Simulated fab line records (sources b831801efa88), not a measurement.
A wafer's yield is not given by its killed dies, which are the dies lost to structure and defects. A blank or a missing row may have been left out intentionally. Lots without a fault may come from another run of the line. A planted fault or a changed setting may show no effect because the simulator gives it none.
The tool behind it: which one?    flow gf180mcu    42 wafers from 14 lots sampled at 4 of the route's 602 steps

== WHAT THE GAUGES READ, wafer by wafer ==
GF_DNWELL_TW_MEAS_09.
lot   measured     on            DNWELL_TW
L147  day 2 21:01  filmMetro-04  1330 1327 1331
L149  day 3 04:34  filmMetro-02  1333 1336 1335
L154  day 4 07:59  filmMetro-03  1358 1366 1363
L155  day 4 13:56  filmMetro-03  1353 1353 1353
L156  day 4 18:35  filmMetro-04  1350 1354 1353
L161  day 5 22:02  filmMetro-03  1363 1363 1362
L162  day 6 03:07  filmMetro-02  1329 1333 1337
L163  day 6 07:56  filmMetro-04  1345 1354 1351
L165  day 6 18:50  filmMetro-02  1341 1335 1338
L166  day 7 00:02  filmMetro-02  1348 1356 1346
L167  day 7 04:40  filmMetro-03  1376 1368 1372
L168  day 7 09:19  filmMetro-02  1335 1334 1343
L169  day 7 14:16  filmMetro-04  1333 1327 1334
L170  day 7 20:50  filmMetro-02  1334 1329 1332

GF_POLY_GATE_CD_MEAS_10: target cd 280 nm.
lot   measured      on        cdNm (nm)
L147  day 9 06:22   cdSem-02  279.9 279.0 280.3
L149  day 9 15:56   cdSem-02  283.2 283.4 284.2
L154  day 11 08:32  cdSem-01  279.1 279.9 279.8
L155  day 11 13:01  cdSem-01  279.5 279.5 279.3
L156  day 11 20:12  cdSem-02  280.7 278.8 279.3
L161  day 13 09:36  cdSem-01  281.8 282.3 281.6
L162  day 13 16:05  cdSem-02  281.0 280.1 280.1
L163  day 13 23:19  cdSem-01  280.4 279.0 280.1
L165  day 14 12:59  cdSem-02  280.6 282.5 283.1
L166  day 14 21:34  cdSem-02  279.9 280.0 280.3
L167  day 15 06:17  cdSem-01  281.5 281.1 280.9
L168  day 15 07:40  cdSem-01  280.8 280.8 281.9
L169  day 15 16:37  cdSem-02  278.8 280.5 278.3
L170  day 16 01:14  cdSem-01  279.0 279.8 279.0

== EACH LOT AND THE TOOL THAT RAN IT (in order: tool; ch and the chambers of the sampled wafers; start) ==
lot   GF_VT_IMPLANT_STRIP_09               GF_DUAL_GATE_OXIDATION_02
L147  plasmaAsher-04 ch 0,1, day 5 16:25   furnace-02 ch 0, day 7 16:20
L149  plasmaAsher-04 ch 0,1, day 6 03:21   furnace-01 ch 0, day 8 02:17
L154  plasmaAsher-03 ch 0,1, day 7 11:40   furnace-02 ch 0, day 9 14:08
L155  plasmaAsher-03 ch 0,1, day 7 16:41   furnace-01 ch 0, day 9 19:05
L156  plasmaAsher-02 ch 0,1, day 7 21:23   furnace-02 ch 0, day 10 02:20
L161  plasmaAsher-03 ch 0,1, day 9 06:14   furnace-01 ch 0, day 11 14:57
L162  plasmaAsher-04 ch 0,1, day 9 10:27   furnace-01 ch 0, day 11 19:02
L163  plasmaAsher-03 ch 0,1, day 9 18:01   furnace-01 ch 0, day 12 02:01
L165  plasmaAsher-02 ch 0,1, day 10 06:55  furnace-01 ch 0, day 12 15:13
L166  plasmaAsher-04 ch 0,1, day 10 13:02  furnace-01 ch 0, day 13 00:37
L167  plasmaAsher-03 ch 0,1, day 10 20:41  furnace-02 ch 0, day 13 07:53
L168  plasmaAsher-02 ch 0,1, day 10 23:18  furnace-02 ch 0, day 13 09:20
L169  plasmaAsher-04 ch 0, day 11 06:05    furnace-01 ch 0, day 13 17:44
L170  plasmaAsher-02 ch 0,1, day 11 14:02  furnace-01 ch 0, day 14 01:50
- GF_VT_IMPLANT_STRIP_09: strips in O2/N2.
- GF_DUAL_GATE_OXIDATION_02: stabilise 600 s, purge 300 s, target thk 10.887 nm.

== AS READ BY THE TOOLS THEMSELVES (means over the sampled wafers that have a number; for cases with no such wafer, the mark the record gives instead) ==
GF_VT_IMPLANT_STRIP_09.
lot   tool            drypumpMotorCurrentA (A)  heaterPowerW (W)  oesProductAu (a.u.)  stripTimeToEndpointS (s)
L147  plasmaAsher-04  5.25                      317               0.714                12.65
L149  plasmaAsher-04  5.29                      310               0.714                12.63
L154  plasmaAsher-03  5.67                      343               0.712                12.65
L155  plasmaAsher-03  5.69                      348               0.716                12.67
L156  plasmaAsher-02  5.37                      339               0.713                12.71
L161  plasmaAsher-03  5.69                      349               0.713                12.63
L162  plasmaAsher-04  5.30                      314               0.714                12.63
L163  plasmaAsher-03  5.68                      352               0.712                12.65
L165  plasmaAsher-02  5.39                      343               0.710                12.58
L166  plasmaAsher-04  5.27                      318               0.718                12.62
L167  plasmaAsher-03  5.82                      368               0.723                12.57
L168  plasmaAsher-02  5.51                      324               0.720                12.66
L169  plasmaAsher-04  5.30                      310               0.717                12.68
L170  plasmaAsher-02  5.35                      338               0.713                12.57

GF_DUAL_GATE_OXIDATION_02.
lot   tool        spikeTcLowerC (C)  spikeTcUpperC (C)  tubeCenterTempC (C)  tube_center_temp_C_max  zonePowerCentrePct (%)
L147  furnace-02  900.7              901.1              900.05               902.6                   17.7
L149  furnace-01  899.7              900.8              899.97               902.1                   20.0
L154  furnace-02  902.0              903.2              902.68               904.8                   17.9
L155  furnace-01  900.7              899.5              899.97               902.6                   20.1
L156  furnace-02  903.7              902.7              902.63               905.2                   17.6
L161  furnace-01  900.8              899.8              899.93               902.2                   20.0
L162  furnace-01  900.9              899.9              900.00               901.9                   19.8
L163  furnace-01  899.1              900.6              899.94               902.4                   20.1
L165  furnace-01  900.8              901.5              899.98               902.1                   20.1
L166  furnace-01  900.7              900.8              899.82               901.9                   20.0
L167  furnace-02  900.5              900.7              900.11               902.4                   17.7
L168  furnace-02  900.6              901.0              900.12               902.3                   17.8
L169  furnace-01  901.3              900.4              900.09               902.5                   19.9
L170  furnace-01  899.9              900.1              900.03               902.5                   20.0

== THE ANSWER, worked out from the rows above alone ==
Rule: the lots themselves supply what counts as usual. The widest of any qualifying gaps counts: lots, ordered by their means at a reading, are off when they make up no more than a third of the lots, leave a main group of 4 or more, and stand apart from it by 3 or more times the standard deviation of that group's means. If all means in a main group match to the digits the tables above print for the reading, that group is not used. A lot without any number at a reading at which 4 lots or more have one is off too. The other lots that the step has rows for count as sound. Order of review: gauges by route order, followed by the tools' own readings, for which a lot's mean as printed above is used. The first step at which some lot is off is used, and at that step the reading that is off furthest; a lot without a number counts as furthest.
Off: L154, L156, at GF_DUAL_GATE_OXIDATION_02 (tubeCenterTempC). For the main group the mean is 900.00 C and the standard deviation 0.082.
A tool fits if, at that step or a process step before it, it ran every lot that is off, and no sound lot after the first of them. None of those tried fits.

== WHAT THE SIMULATOR PUT IN ==
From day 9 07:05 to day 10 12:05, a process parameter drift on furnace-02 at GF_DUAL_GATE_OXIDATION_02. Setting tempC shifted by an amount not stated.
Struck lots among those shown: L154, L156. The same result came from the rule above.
